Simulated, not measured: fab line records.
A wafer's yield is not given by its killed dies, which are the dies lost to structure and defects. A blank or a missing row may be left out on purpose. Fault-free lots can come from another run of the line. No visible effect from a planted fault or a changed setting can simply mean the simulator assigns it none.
Which tool was responsible? :: flow sky130 :: 6 lots, 18 wafers sampled, at 1 step of a route of 708

== WHAT THE GAUGES SHOWED, per wafer ==
SKY_NWELL_RS_MEAS_31: a four-point-probe measurement.
lot: L988
measured: day 6 05:11
on: film metro-02
PWDE_RS (ohm/sq): 5295 5296 5284

lot: L986
measured: day 6 06:13
on: film metro-03
PWDE_RS (ohm/sq): 5270 5285 5274

lot: L995
measured: day 8 01:21
on: film metro-03
PWDE_RS (ohm/sq): 5310 5278 5266

lot: L100
measured: day 9 00:44
on: film metro-02
PWDE_RS (ohm/sq): 5286 5267 5253

lot: L102
measured: day 9 16:20
on: film metro-03
PWDE_RS (ohm/sq): 5269 5258 5269

lot: L106
measured: day 10 15:26
on: film metro-02
PWDE_RS (ohm/sq): 5264 5267 5248

== WHICH TOOL RAN EACH LOT (tool, then ch and the chambers of the sampled wafers, then the start) ==
No process step before these readings appears in the record.

== THE ANSWER, worked out from the rows above alone ==
Rule: usual is defined by the lots themselves. The widest of any qualifying gaps counts: lots, ordered by their means at a reading, are off when they make up no more than a third of the lots, leave a main group of 4 or more, and stand apart from it by 3 or more times the standard deviation of that group's means. If all means in a main group match to the digits the tables above print for the reading, that group is not used. Also off: a lot with no number at a reading for which 4 or more lots have one. Where the step has rows for the other lots, those lots are counted as sound.
Nothing can be told from this: no lot is off at any reading shown.

== WHAT WAS PUT IN BY THE SIMULATOR ==
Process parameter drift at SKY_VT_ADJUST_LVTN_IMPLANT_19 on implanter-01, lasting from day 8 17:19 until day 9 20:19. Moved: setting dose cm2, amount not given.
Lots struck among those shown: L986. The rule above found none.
